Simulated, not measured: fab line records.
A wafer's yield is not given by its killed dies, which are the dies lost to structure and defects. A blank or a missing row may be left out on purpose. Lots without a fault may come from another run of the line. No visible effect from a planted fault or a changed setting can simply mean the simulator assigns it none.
fab line records    flow sky130
record lots=6  wafers=17  last_day=50
route steps=708 shown SD_P@327 RES_XHIGH@332 SD_N@342 SALICIDE@361 PAD_OPEN@708
lots that met no fault: from a run of the same line without faults
start_h: the number of hours between the record's first day and the start of the first shown wafer of the lot    wait_h: hours from the lot's prior step to this one    " unchanged from the row above    L1.1+2: a row that stands for several wafers    - value missing, or start not given    * or withheld: withheld    < > ~ a bound
route shown NAME@n: names a module that has steps shown in the file, with the first one's number in the route    usual: mean/standard deviation taken from wafers without a fault    same: alike in all rows    chamber/n: place in a boat    sites: the reading at each site    _std_site: the values' standard deviation    _edge_site: outer sites' mean less inner sites'    radius_mm: for every site, how far away it sits from the centre of the wafer    mask NAME#n: copy n    behind: tool/chamber where the wafer was last shaped    hold: cause of the lot's hold/its duration in hours/its outcome    device: the n, p or np transistor that did not switch    end of line: tests run on the same wafers once the route is complete    step lacking rows: just its recipe    killed: dies that structure and defects cost at the first sort, which is not the same as the wafer's yield    map: a wafer's dies, marking killed ones x, the rest . and places with no die _
set.NAME: setting as actually run; set.NAME@STEP: the setting as run at that earlier step    model.NAME: the simulator's own value behind a step, which no gauge read
certain route steps with their lots: each step a table, each wafer a row
services: from which hour (start_h, from the record's first day; less than 0 if before it) a tool's chamber was out of use, for how many hours, and why
## steps
# step SKY_SD_P_CD_MEAS_07
# recipe target_cd_nm=380
# usual cd_nm=379.5/2.3
lot.wafer  tool       chamber  start_h  wait_h  cd_nm
L651.1     cd_sem-01  -        591.02   0.1     376.6
L651.5     "          -        "        "       377.7
L651.6     "          -        "        "       374.8
L652.1     cd_sem-01  -        608.81   0.1     378.9
L652.4     "          -        "        "       379.7
L652.5     "          -        "        "       380.7
L654.1     cd_sem-01  -        633.61   0.1     377.7
L654.4     "          -        "        "       381.4
L654.5     "          -        "        "       378.8
L664.2     cd_sem-02  -        748.28   0.1     379.6
L664.4     "          -        "        "       382.3
L664.6     "          -        "        "       380.1
L670.3     cd_sem-01  -        770.06   0.1     378.0
L670.6     "          -        "        "       380.2
L671.1     cd_sem-02  -        786.90   0.1     374.0
L671.4     "          -        "        "       378.2
L671.5     "          -        "        "       377.7
# step SKY_SD_P_OVL_MEAS_08
# usual SD_P_OVL=-0.2/1.8
lot.wafer  tool        chamber  start_h  wait_h  SD_P_OVL[nm]
L651.1     overlay-01  -        591.14   0.1     3.2
L651.5     "           -        "        "       3.8
L651.6     "           -        "        "       2.7
L652.1     overlay-01  -        608.93   0.1     1.7
L652.4     "           -        "        "       0.1
L652.5     "           -        "        "       2.2
L654.1     overlay-02  -        633.73   0.1     0.5
L654.4     "           -        "        "       0.6
L654.5     "           -        "        "       1.1
L664.2     overlay-02  -        748.39   0.1     -2.8
L664.4     "           -        "        "       -2.2
L664.6     "           -        "        "       -2.5
L670.3     overlay-01  -        770.15   0.1     1.4
L670.6     "           -        "        "       2.5
L671.1     overlay-01  -        787.02   0.1     0.4
L671.4     "           -        "        "       -0.8
L671.5     "           -        "        "       -2.6
# step SKY_SD_P_IMPLANT_09
# recipe species=BF2  energy_kev=20  dose_cm2=3e+15  tilt_deg=0
# step SKY_SD_P_STRIP_10
# recipe chemistry=O2/N2  power_w=1400  pressure_mtorr=1500  platen_temp_c=withheld  o2_flow_sccm=3000  n2_flow_sccm=300  overash_fraction=0.5
# usual drypump_motor_current_A=6.0/0.48  n2_flow_sccm=300.1/0.93  oes_product_au=0.617/0.0045  strip_time_to_endpoint_s=17.49/0.045
# same overash_fraction=0.5
lot.wafer  tool             chamber  start_h  wait_h  drypump_motor_current_A  n2_flow_sccm  oes_product_au  rf_hours_counter_h  strip_time_to_endpoint_s
L651.1     plasma_asher-02  0        591.33   0.1     6.4                      301.1         0.613           77                  17.48
L651.5     "                1        "        "       6.3                      302.3         0.623           -                   17.53
L651.6     "                0        "        "       6.4                      299.3         0.616           -                   17.54
L652.1     plasma_asher-02  0        609.12   0.1     6.4                      301.0         0.607           79                  17.43
L652.4     "                0        "        "       6.4                      302.6         0.618           -                   17.43
L652.5     "                1        "        "       6.3                      301.1         0.617           -                   17.43
L654.1     plasma_asher-04  1        633.92   0.1     5.1                      300.1         0.614           20                  17.55
L654.4     "                1        "        "       5.1                      300.6         0.623           -                   17.56
L654.5     "                0        "        "       6.3                      301.0         0.610           -                   17.50
L664.2     plasma_asher-02  0        748.57   0.1     6.4                      299.2         0.616           93                  17.49
L664.4     "                0        "        "       6.4                      300.2         0.618           -                   17.45
L664.6     "                1        "        "       6.3                      299.5         0.617           -                   17.44
L670.3     plasma_asher-02  1        770.36   0.1     6.3                      300.9         0.621           -                   17.45
L670.6     "                0        "        "       6.4                      300.8         0.620           -                   17.44
L671.1     plasma_asher-01  0        787.21   0.1     5.4                      299.6         0.618           4                   17.55
L671.4     "                0        "        "       5.4                      301.5         0.619           -                   17.57
L671.5     "                1        "        "       5.9                      300.1         0.611           -                   17.52
# step SKY_SD_P_TW_MEAS_11
# usual SD_P_TW=2827/18
lot.wafer  tool           chamber  start_h  wait_h  SD_P_TW
L651.1     film_metro-02  -        591.43   0.1     2837
L651.5     "              -        "        "       2844
L651.6     "              -        "        "       2827
L652.1     film_metro-03  -        609.22   0.1     2803
L652.4     "              -        "        "       2809
L652.5     "              -        "        "       2816
L654.1     film_metro-03  -        634.02   0.1     2817
L654.4     "              -        "        "       2799
L654.5     "              -        "        "       2824
L664.2     film_metro-03  -        748.68   0.1     2815
L664.4     "              -        "        "       2804
L664.6     "              -        "        "       2797
L670.3     film_metro-03  -        770.45   0.1     2798
L670.6     "              -        "        "       2810
L671.1     film_metro-02  -        787.31   0.1     2823
L671.4     "              -        "        "       2820
L671.5     "              -        "        "       2829
# step SKY_RES_XHIGH_DEHYDRATE_00
# recipe temp_c=200  time_s=60
# step SKY_RES_XHIGH_HMDS_01
# recipe prime_time_s=60  prime_temp_c=120
# step SKY_RES_XHIGH_COAT_02
# recipe resist=NOVOLAK  spin_rpm=3000  resist_thk_nm=1140
# step SKY_RES_XHIGH_SOFTBAKE_03
# recipe temp_c=90  time_s=60  resist=NOVOLAK
# step SKY_RES_XHIGH_EXPOSE_04
# recipe mask_id=URPM  na=0.6  source_shape=conventional  sigma_outer=0.6  polarization=unpolarized  target_cd_nm=1270  dose_mj=140
# step SKY_RES_XHIGH_PEB_05
# recipe temp_c=withheld  time_s=*  resist=NOVOLAK
# step SKY_RES_XHIGH_DEVELOP_06
# recipe resist=NOVOLAK  developer=TMAH  develop_time_s=60  dev_temp_c=23
# step SKY_RES_XHIGH_IMPLANT_07
# recipe species=BF2  energy_kev=20  dose_cm2=3.6e+14  tilt_deg=0
lot.wafer   tool          chamber  start_h  wait_h
L651.1+5+6  implanter-03  0        620.40   0.1
L652.1+4+5  implanter-04  0        638.62   0.1
L654.1+4+5  implanter-02  0        663.05   0.1
L664.2+4+6  implanter-02  0        774.45   0.1
L670.3+6    implanter-04  0        793.90   0.1
L671.1+4+5  implanter-04  0        810.30   0.1
# step SKY_RES_XHIGH_STRIP_08
# recipe chemistry=O2/N2  power_w=1400  pressure_mtorr=1500  platen_temp_c=withheld  o2_flow_sccm=3000  n2_flow_sccm=300  overash_fraction=0.5
# usual drypump_motor_current_A=5.6/0.36  n2_flow_sccm=300.1/0.82  oes_product_au=0.711/0.0048  strip_time_to_endpoint_s=14.26/0.037
# same overash_fraction=0.5
lot.wafer  tool             chamber  start_h  wait_h  drypump_motor_current_A  n2_flow_sccm  oes_product_au  rf_hours_counter_h  strip_time_to_endpoint_s
L651.1     plasma_asher-03  1        620.55   0.1     5.3                      299.9         0.714           46                  14.25
L651.5     "                0        "        "       5.7                      300.8         0.706           -                   14.19
L651.6     "                1        "        "       5.3                      299.3         0.707           -                   14.23
L652.1     plasma_asher-04  1        638.77   0.1     5.1                      299.9         0.709           21                  14.30
L652.4     "                0        "        "       6.3                      299.4         0.712           -                   14.32
L652.5     "                0        "        "       6.3                      299.5         0.718           -                   14.31
L654.1     plasma_asher-01  1        663.20   0.1     5.9                      299.5         0.708           95                  14.30
L654.4     "                0        "        "       5.4                      300.8         0.709           -                   14.29
L654.5     "                1        "        "       5.8                      299.1         0.708           -                   14.31
L664.2     plasma_asher-01  1        774.57   0.1     5.9                      301.4         0.705           3                   14.23
L664.4     "                0        "        "       5.4                      301.3         0.716           -                   14.27
L664.6     "                0        "        "       5.4                      300.9         0.707           -                   14.26
L670.3     plasma_asher-03  1        794.04   0.1     5.3                      300.1         0.703           -                   14.24
L670.6     "                0        "        "       5.8                      301.0         0.714           -                   14.16
L671.1     plasma_asher-03  1        810.45   0.1     5.3                      301.1         0.705           65                  14.17
L671.4     "                1        "        "       5.3                      300.1         0.712           -                   14.29
L671.5     "                1        "        "       5.3                      300.7         0.713           -                   14.29
# step SKY_RES_XHIGH_TW_MEAS_09
# usual RES_XHIGH_TW=1642/9.6
lot.wafer  tool           chamber  start_h  wait_h  RES_XHIGH_TW
L651.1     film_metro-04  -        620.65   0.1     1641
L651.5     "              -        "        "       1647
L651.6     "              -        "        "       1646
L652.1     film_metro-02  -        638.87   0.1     1642
L652.4     "              -        "        "       1642
L652.5     "              -        "        "       1652
L654.1     film_metro-02  -        663.30   0.1     1631
L654.4     "              -        "        "       1626
L654.5     "              -        "        "       1639
L664.2     film_metro-03  -        774.68   0.1     1628
L664.4     "              -        "        "       1627
L664.6     "              -        "        "       1621
L670.3     film_metro-02  -        794.12   0.1     1643
L670.6     "              -        "        "       1481
L671.1     film_metro-03  -        810.55   0.1     1458
L671.4     "              -        "        "       1639
L671.5     "              -        "        "       1629
# step SKY_SD_N_DEHYDRATE_00
# recipe temp_c=200  time_s=60
# step SKY_SD_N_HMDS_01
# recipe prime_time_s=60  prime_temp_c=120
# step SKY_SD_N_COAT_02
# recipe resist=NOVOLAK  spin_rpm=3000  resist_thk_nm=1140
# step SKY_SD_N_SOFTBAKE_03
# recipe temp_c=90  time_s=60  resist=NOVOLAK
# step SKY_SD_N_EXPOSE_04
# recipe mask_id=NSDM  na=0.6  source_shape=conventional  sigma_outer=0.6  polarization=unpolarized  target_cd_nm=380  dose_mj=141
# step SKY_SD_N_PEB_05
# recipe temp_c=withheld  time_s=*  resist=NOVOLAK
# step SKY_SD_N_DEVELOP_06
# recipe resist=NOVOLAK  developer=TMAH  develop_time_s=60  dev_temp_c=23
# step SKY_SD_N_CD_MEAS_07
# recipe target_cd_nm=380
# usual cd_nm=379.9/2.5
lot.wafer  tool       chamber  start_h  wait_h  cd_nm
L651.1     cd_sem-02  -        649.71   0.1     380.0
L651.5     "          -        "        "       380.1
L651.6     "          -        "        "       381.8
L652.1     cd_sem-02  -        667.40   0.1     379.1
L652.4     "          -        "        "       380.7
L652.5     "          -        "        "       381.7
L654.1     cd_sem-01  -        692.30   0.1     381.1
L654.4     "          -        "        "       379.2
L654.5     "          -        "        "       377.5
L664.2     cd_sem-01  -        798.73   0.1     387.0
L664.4     "          -        "        "       386.5
L664.6     "          -        "        "       384.5
L670.3     cd_sem-02  -        819.00   0.1     380.3
L670.6     "          -        "        "       379.6
L671.1     cd_sem-01  -        837.11   0.1     383.4
L671.4     "          -        "        "       384.5
L671.5     "          -        "        "       382.8
# step SKY_SD_N_OVL_MEAS_08
# usual SD_N_OVL=-0.8/1.4
lot.wafer  tool        chamber  start_h  wait_h  SD_N_OVL[nm]
L651.1     overlay-02  -        649.83   0.1     0.7
L651.5     "           -        "        "       -0.5
L651.6     "           -        "        "       -0.3
L652.1     overlay-01  -        667.52   0.1     -1.4
L652.4     "           -        "        "       -1.5
L652.5     "           -        "        "       -2.2
L654.1     overlay-01  -        692.42   0.1     -0.5
L654.4     "           -        "        "       -1.0
L654.5     "           -        "        "       -0.8
L664.2     overlay-01  -        798.84   0.1     -2.4
L664.4     "           -        "        "       -1.2
L664.6     "           -        "        "       0.2
L670.3     overlay-01  -        819.09   0.1     -0.6
L670.6     "           -        "        "       -0.6
L671.1     overlay-01  -        837.23   0.1     -2.8
L671.4     "           -        "        "       -2.1
L671.5     "           -        "        "       -1.4
# step SKY_SD_N_IMPLANT_09
# recipe species=As  energy_kev=50  dose_cm2=4e+15  tilt_deg=0
# step SKY_SD_N_IMPLANT_10
# recipe species=P  energy_kev=20  dose_cm2=1e+14  tilt_deg=0
# step SKY_SD_N_STRIP_11
# recipe chemistry=O2/N2  power_w=1400  pressure_mtorr=1500  platen_temp_c=withheld  o2_flow_sccm=3000  n2_flow_sccm=300  overash_fraction=0.5
# usual drypump_motor_current_A=5.8/0.53  n2_flow_sccm=299.9/1  oes_product_au=0.527/0.0044  strip_time_to_endpoint_s=22.57/0.04
# same overash_fraction=0.5
lot.wafer  tool             chamber  start_h  wait_h  drypump_motor_current_A  n2_flow_sccm  oes_product_au  rf_hours_counter_h  strip_time_to_endpoint_s
L651.1     plasma_asher-04  0        650.17   0.1     6.3                      300.3         0.531           22                  22.63
L651.5     "                1        "        "       5.1                      299.9         0.527           -                   22.60
L651.6     "                0        "        "       6.3                      301.1         0.528           -                   22.56
L652.1     plasma_asher-04  1        667.86   0.1     5.1                      301.4         0.531           24                  22.53
L652.4     "                0        "        "       6.3                      299.9         0.534           -                   22.55
L652.5     "                1        "        "       5.1                      300.2         0.531           -                   22.52
L654.1     plasma_asher-04  0        692.76   0.1     6.3                      298.6         0.524           26                  22.59
L654.4     "                0        "        "       6.3                      300.1         0.523           -                   22.58
L654.5     "                1        "        "       5.1                      299.9         0.530           -                   22.59
L664.2     plasma_asher-02  1        799.17   0.1     6.3                      301.5         0.524           98                  22.51
L664.4     "                1        "        "       6.3                      300.0         0.525           -                   22.54
L664.6     "                0        "        "       6.4                      299.6         0.527           -                   22.51
L670.3     plasma_asher-04  0        819.45   0.1     6.3                      301.6         0.535           -                   22.60
L670.6     "                1        "        "       5.0                      300.7         0.520           -                   22.53
L671.1     plasma_asher-03  1        837.57   0.1     5.3                      300.7         0.526           68                  22.63
L671.4     "                1        "        "       5.3                      298.9         0.533           -                   22.56
L671.5     "                0        "        "       5.7                      300.1         0.533           -                   22.57
# step SKY_SD_N_TW_MEAS_12
# usual SD_N_TW=3985/22
lot.wafer  tool           chamber  start_h  wait_h  SD_N_TW
L651.1     film_metro-04  -        650.27   0.1     3957
L651.5     "              -        "        "       3949
L651.6     "              -        "        "       3955
L652.1     film_metro-02  -        667.96   0.1     3966
L652.4     "              -        "        "       3978
L652.5     "              -        "        "       3978
L654.1     film_metro-03  -        692.86   0.1     3944
L654.4     "              -        "        "       3935
L654.5     "              -        "        "       3954
L664.2     film_metro-02  -        799.28   0.1     4016
L664.4     "              -        "        "       4014
L664.6     "              -        "        "       4002
L670.3     film_metro-02  -        819.54   0.1     4009
L670.6     "              -        "        "       3983
L671.1     film_metro-02  -        837.67   0.1     3999
L671.4     "              -        "        "       4001
L671.5     "              -        "        "       4018
# step SKY_SD_N_CLEAN_13
# recipe chemistry=SC1/SC2  mix=1:4:20  temp_c=70  time_s=150  dry=n2_spin
# step SKY_SD_N_RTA_14
# recipe temp_c=1075  time_s=2  idle_temp_c=650  ramp_up_c_per_s=150  ramp_down_c_per_s=90  ambient=N2
# usual lamp_power_pct=15.74/0.049  ramp_up_c_per_s=150.00/0.027  wafer_temp_C_max=1078.1/1.4
lot.wafer  tool           chamber  start_h  wait_h  lamp_power_pct  ramp_up_c_per_s  wafer_temp_C_max
L651.1     rtp_anneal-02  0        650.38   0.0     15.69           149.99           1076.9
L651.5     "              0        "        "       15.76           150.00           1080.4
L651.6     "              0        "        "       15.79           150.02           1079.9
L652.1     rtp_anneal-01  0        668.07   0.0     15.78           150.01           1080.9
L652.4     "              0        "        "       15.72           149.97           1076.8
L652.5     "              0        "        "       15.68           150.02           1081.9
L654.1     rtp_anneal-01  0        692.97   0.0     15.77           150.04           1078.6
L654.4     "              0        "        "       15.64           150.02           1078.6
L654.5     "              0        "        "       15.81           149.97           1077.8
L664.2     rtp_anneal-01  0        799.40   0.0     15.66           150.01           1076.2
L664.4     "              0        "        "       15.74           150.02           1079.4
L664.6     "              0        "        "       15.74           149.95           1078.2
L670.3     rtp_anneal-01  0        819.65   0.0     15.70           149.98           1078.5
L670.6     "              0        "        "       15.67           150.01           1078.9
L671.1     rtp_anneal-02  0        837.78   0.0     15.69           150.02           1076.1
L671.4     "              0        "        "       15.72           149.97           1077.7
L671.5     "              0        "        "       15.74           149.99           1078.5
# step SKY_SD_N_RS_MEAS_16
# recipe thk_meas_gauge=four-point-probe
# usual SD_N_RS=68.55/0.1
lot.wafer  tool           chamber  start_h  wait_h  SD_N_RS[ohm/sq]
L651.1     film_metro-03  -        650.55   0.1     68.56
L651.5     "              -        "        "       68.55
L651.6     "              -        "        "       68.57
L652.1     film_metro-03  -        668.24   0.1     68.34
L652.4     "              -        "        "       68.48
L652.5     "              -        "        "       68.52
L654.1     film_metro-02  -        693.15   0.1     68.50
L654.4     "              -        "        "       68.51
L654.5     "              -        "        "       68.55
L664.2     film_metro-02  -        799.63   0.1     68.50
L664.4     "              -        "        "       68.37
L664.6     "              -        "        "       68.41
L670.3     film_metro-04  -        819.84   0.1     68.44
L670.6     "              -        "        "       68.60
L671.1     film_metro-03  -        837.95   0.1     68.32
L671.4     "              -        "        "       68.58
L671.5     "              -        "        "       68.47
# step SKY_SD_N_RS_MEAS_17
# recipe thk_meas_gauge=four-point-probe
# usual SD_P_RS=147.1/0.38
lot.wafer  tool           chamber  start_h  wait_h  SD_P_RS[ohm/sq]
L651.1     film_metro-03  -        650.67   0.1     146.6
L651.5     "              -        "        "       146.8
L651.6     "              -        "        "       146.9
L652.1     film_metro-03  -        668.36   0.1     146.4
L652.4     "              -        "        "       146.5
L652.5     "              -        "        "       146.8
L654.1     film_metro-02  -        693.27   0.1     147.2
L654.4     "              -        "        "       147.3
L654.5     "              -        "        "       147.0
L664.2     film_metro-02  -        799.75   0.1     146.6
L664.4     "              -        "        "       146.6
L664.6     "              -        "        "       146.6
L670.3     film_metro-04  -        819.96   0.1     147.0
L670.6     "              -        "        "       147.0
L671.1     film_metro-03  -        838.07   0.1     146.8
L671.4     "              -        "        "       147.0
L671.5     "              -        "        "       147.3
# step SKY_SD_N_RS_MEAS_18
# recipe thk_meas_gauge=four-point-probe
# usual RES_XHIGH_RS=333.3/0.89
lot.wafer  tool           chamber  start_h  wait_h  RES_XHIGH_RS[ohm/sq]
L651.1     film_metro-03  -        650.79   0.1     333.5
L651.5     "              -        "        "       332.7
L651.6     "              -        "        "       331.7
L652.1     film_metro-03  -        668.48   0.1     332.3
L652.4     "              -        "        "       332.5
L652.5     "              -        "        "       333.1
L654.1     film_metro-02  -        693.39   0.1     333.7
L654.4     "              -        "        "       334.1
L654.5     "              -        "        "       334.3
L664.2     film_metro-02  -        799.87   0.1     333.1
L664.4     "              -        "        "       332.5
L664.6     "              -        "        "       334.7
L670.3     film_metro-04  -        820.08   0.1     332.5
L670.6     "              -        "        "       447.8
L671.1     film_metro-03  -        838.19   0.1     449.9
L671.4     "              -        "        "       333.4
L671.5     "              -        "        "       333.2
# step SKY_SALICIDE_CLEAN_00
# recipe chemistry=HF-last  time_s=30  dilution=100:1  dry=ipa_marangoni
# step SKY_PAD_OPEN_PROBE_99
# usual killed_at_M0_to_M3=43/6.6  killed_at_M4_up=3.2/1.8  killed_at_contacts=24/5  killed_at_front_end=15/4.5  killed_at_other=0.2/0.46  killed_dies=86/8.8  killed_open=48/6.6  killed_short=38/6.1
# same gross_dies=492  killed_at_back_side=0
lot.wafer  tool       chamber  start_h  wait_h  killed_at_M0_to_M3  killed_at_M4_up  killed_at_contacts  killed_at_front_end  killed_at_other  killed_dies  killed_open  killed_short  model.etest.res_xhigh_po.line_ohm_um  model.etest.res_xhigh_po.rs_ohm_sq_range  model.etest.res_xhigh_po.rs_ohm_sq  model.etest.res_xhigh_po.rs_ohm_sq_rim_less_centre
L651.1     prober-01  -        1071.77  0.1     44                  1                26                  19                   1                91           50           41            5504                                  73.13                                     1934                                -21.76
L651.5     prober-01  -        1071.97  0.2     49                  5                28                  16                   0                98           54           44            5672                                  58.21                                     1981                                -8.117
L651.6     prober-01  -        1072.02  0.2     33                  4                24                  9                    0                70           44           26            5858                                  68.71                                     2059                                -18.16
L652.1     prober-02  -        1090.61  0.1     46                  3                20                  27                   0                96           47           49            5547                                  65.55                                     1933                                6.02
L652.4     prober-02  -        1090.76  0.2     47                  1                23                  23                   1                95           60           35            5342                                  29.07                                     1866                                9.977
L652.5     prober-02  -        1090.81  0.2     46                  2                20                  25                   0                93           44           49            5457                                  35.94                                     1926                                5.479
L654.1     prober-02  -        1107.70  0.1     56                  2                21                  9                    0                88           49           39            5813                                  86.19                                     2049                                -52.02
L654.4     prober-02  -        1107.85  0.2     38                  2                22                  16                   0                78           49           29            6112                                  98.75                                     2167                                -50.65
L654.5     prober-02  -        1107.90  0.2     42                  6                13                  22                   0                83           44           39            6084                                  78.93                                     2128                                -51.4
L664.2     prober-01  -        1183.31  0.1     40                  1                30                  15                   0                86           53           33            5741                                  110.7                                     2012                                -100.3
L664.4     prober-01  -        1183.41  0.2     43                  5                26                  15                   0                89           50           39            5884                                  119.8                                     2071                                -108.7
L664.6     prober-01  -        1183.51  0.2     47                  5                38                  12                   0                102          59           43            6209                                  129.2                                     2196                                -110.9
L670.3     prober-01  -        1194.79  0.2     43                  4                21                  24                   0                92           52           40            5663                                  38.7                                      1959                                -22.78
L670.6     prober-01  -        1194.94  0.2     41                  4                22                  11                   0                78           32           46            2.417e+04                             6658                                      8452                                -3297
L671.1     prober-02  -        1207.72  0.1     41                  1                25                  12                   1                80           46           34            2.394e+04                             6692                                      8371                                -3592
L671.4     prober-02  -        1207.87  0.2     51                  5                23                  14                   1                94           48           46            5796                                  77.47                                     1987                                -51.55
L671.5     prober-02  -        1207.92  0.2     46                  3                25                  8                    0                82           53           29            5670                                  65.61                                     1991                                -56.54
# killed by level:class
L651.1 CONTACT:geometric_particle:open=11 VIA1:geometric_particle:open=10 METAL2:geometric_particle:short=8 FIELD_ISO:geometric_particle:open=7 VIA1:geometric_particle:short=6 LI_CONTACT:geometric_particle:short=5 LI_CONTACT:geometric_particle:open=5 VIA3:geometric_particle:open=5
L651.5 VIA1:geometric_particle:open=13 CONTACT:geometric_particle:open=10 METAL2:geometric_particle:short=10 CONTACT:geometric_particle:short=7 POLY_GATE:geometric_particle:open=6 VIA2:geometric_particle:open=6 FIELD_ISO:geometric_particle:open=5 LI_CONTACT:geometric_particle:open=5
L651.6 VIA1:geometric_particle:open=9 LI_CONTACT:geometric_particle:open=8 VIA3:geometric_particle:open=6 CONTACT:geometric_particle:open=5 CONTACT:geometric_particle:short=5 VIA2:geometric_particle:open=5 FIELD_ISO:geometric_particle:open=3 LI_CONTACT:geometric_particle:short=3
L652.1 VIA1:geometric_particle:open=12 FIELD_ISO:geometric_particle:short=8 CONTACT:geometric_particle:open=7 METAL2:geometric_particle:short=7 CONTACT:geometric_particle:short=6 METAL1:geometric_particle:short=6 POLY_GATE:geometric_particle:open=5 POLY_GATE:geometric_particle:short=5
L652.4 VIA1:geometric_particle:open=15 FIELD_ISO:geometric_particle:open=9 VIA2:geometric_particle:open=9 METAL2:geometric_particle:short=8 CONTACT:geometric_particle:open=7 LI_CONTACT:geometric_particle:open=6 FIELD_ISO:geometric_particle:short=5 VIA1:geometric_particle:short=5
L652.5 VIA1:geometric_particle:open=12 FIELD_ISO:geometric_particle:short=10 CONTACT:geometric_particle:open=7 METAL2:geometric_particle:short=7 POLY_GATE:geometric_particle:open=6 CONTACT:geometric_particle:short=5 VIA2:geometric_particle:short=5 VIA3:geometric_particle:open=5
L654.1 VIA1:geometric_particle:open=18 VIA3:geometric_particle:open=8 VIA1:geometric_particle:short=8 CONTACT:geometric_particle:open=7 POLY_GATE:geometric_particle:short=5 CONTACT:geometric_particle:short=5 LI_CONTACT:geometric_particle:open=4 METAL2:geometric_particle:short=4
L654.4 VIA1:geometric_particle:open=11 CONTACT:geometric_particle:open=9 FIELD_ISO:geometric_particle:open=5 POLY_GATE:geometric_particle:open=5 METAL1:geometric_particle:short=5 VIA2:geometric_particle:open=5 LI_CONTACT:geometric_particle:short=4 VIA3:geometric_particle:open=4
L654.5 VIA1:geometric_particle:open=7 FIELD_ISO:geometric_particle:open=6 CONTACT:geometric_particle:open=6 METAL1:geometric_particle:short=6 VIA1:geometric_particle:short=6 FIELD_ISO:geometric_particle:short=5 VIA2:geometric_particle:short=5 VIA2:geometric_particle:open=5
L664.2 CONTACT:geometric_particle:open=15 VIA1:geometric_particle:open=10 CONTACT:geometric_particle:short=7 FIELD_ISO:geometric_particle:open=6 VIA3:geometric_particle:short=6 VIA3:geometric_particle:open=6 LI_CONTACT:geometric_particle:open=5 VIA2:geometric_particle:open=5
L664.4 VIA1:geometric_particle:open=13 CONTACT:geometric_particle:open=11 VIA2:geometric_particle:open=7 LI_CONTACT:geometric_particle:open=6 POLY_GATE:geometric_particle:short=5 METAL2:geometric_particle:short=5 METAL3:geometric_particle:short=5 FIELD_ISO:geometric_particle:short=4
L664.6 CONTACT:geometric_particle:open=17 LI_CONTACT:geometric_particle:open=11 METAL1:geometric_particle:short=8 CONTACT:geometric_particle:short=7 METAL2:geometric_particle:short=7 VIA2:geometric_particle:open=7 VIA3:geometric_particle:open=7 VIA1:geometric_particle:open=6
L670.3 CONTACT:geometric_particle:open=12 VIA1:geometric_particle:short=9 VIA1:geometric_particle:open=9 FIELD_ISO:geometric_particle:open=7 VIA2:geometric_particle:open=7 FIELD_ISO:geometric_particle:short=6 VIA3:geometric_particle:open=5 METAL1:geometric_particle:short=5
L670.6 METAL2:geometric_particle:short=8 VIA1:geometric_particle:short=7 VIA1:geometric_particle:open=6 LI_CONTACT:geometric_particle:open=6 LOCAL_INTERCONNECT:geometric_particle:short=6 CONTACT:geometric_particle:short=6 VIA2:geometric_particle:open=5 VIA3:geometric_particle:short=5
L671.1 VIA1:geometric_particle:open=10 CONTACT:geometric_particle:open=9 LI_CONTACT:geometric_particle:open=6 LOCAL_INTERCONNECT:geometric_particle:short=5 METAL2:geometric_particle:short=5 VIA2:geometric_particle:open=5 FIELD_ISO:geometric_particle:open=4 VIA1:geometric_particle:short=4
L671.4 VIA1:geometric_particle:open=10 METAL1:geometric_particle:short=8 VIA2:geometric_particle:open=8 VIA3:geometric_particle:open=8 LI_CONTACT:geometric_particle:open=7 CONTACT:geometric_particle:open=5 VIA3:geometric_particle:short=5 LOCAL_INTERCONNECT:geometric_particle:short=4
L671.5 VIA1:geometric_particle:open=17 CONTACT:geometric_particle:open=8 LI_CONTACT:geometric_particle:open=7 VIA2:geometric_particle:open=6 VIA3:geometric_particle:open=6 VIA3:geometric_particle:short=4 FIELD_ISO:geometric_particle:open=3 LOCAL_INTERCONNECT:geometric_particle:short=3
## services
tool             chamber  start_h  hours  kind
implanter-04     -        584.46   6.3    repair
implanter-02     -        587.29   1.5    repair
plasma_asher-03  -        593.80   0.9    repair
implanter-03     -        605.73   4.0    pm
plasma_asher-02  -        619.53   0.8    repair
plasma_asher-04  -        630.83   3.0    repair
plasma_asher-04  -        634.47   2.8    pm
implanter-04     -        642.64   3.8    pm
implanter-04     -        663.58   2.0    repair
implanter-02     -        664.98   0.8    repair
implanter-03     -        690.94   2.1    repair
implanter-03     -        708.05   2.4    repair
implanter-02     -        710.44   1.3    repair
implanter-03     -        716.41   5.0    pm
implanter-04     -        729.08   3.9    repair
plasma_asher-01  -        733.75   9.0    pm
plasma_asher-01  0        733.75   9.0    vent_cycle
plasma_asher-01  1        733.75   9.0    vent_cycle
plasma_asher-01  0        742.75   -      clean
plasma_asher-01  1        742.75   -      clean
implanter-04     -        804.10   4.9    repair
plasma_asher-04  -        835.60   14.6   pm
plasma_asher-02  -        835.97   7.1    repair
## key
first_sign step=SKY_RES_XHIGH_STRIP_08  reading=strip_time_to_endpoint_s  direction=down  sigmas=2.8  usual=*  struck=*
effect step=SKY_RES_XHIGH_TW_MEAS_09  reading=RES_XHIGH_TW  direction=down  sigmas=18  usual=1642  struck=1470
effect step=SKY_SD_N_RS_MEAS_18  reading=RES_XHIGH_RS  direction=up  sigmas=99+  usual=333.3  struck=448.9
model_effect step=SKY_PAD_OPEN_PROBE_99  value=etest.res_xhigh_po.line_ohm_um  without=5654  struck=2.405e+04
met_at SKY_RES_XHIGH_IMPLANT_07
struck_wafers L670.6,L671.1
tester_left_out L670,L671
onset_between 638.62 793.90
fault kind=process_parameter_drift  tool=implanter-04  chamber=-  onset_h=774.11  steps=SKY_RES_XHIGH_IMPLANT_07  channel=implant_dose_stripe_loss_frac  offset=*  shape=step  end_h=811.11  scope=struck_wafers_only
# tester_left_out: of these lots the tester's yield and bins aren't shown, on N5 and GAA mostly nor the transistor test; their killed dies are dies lost to structure and defects alone, not to doping, threshold or leakage, so they don't give the yield
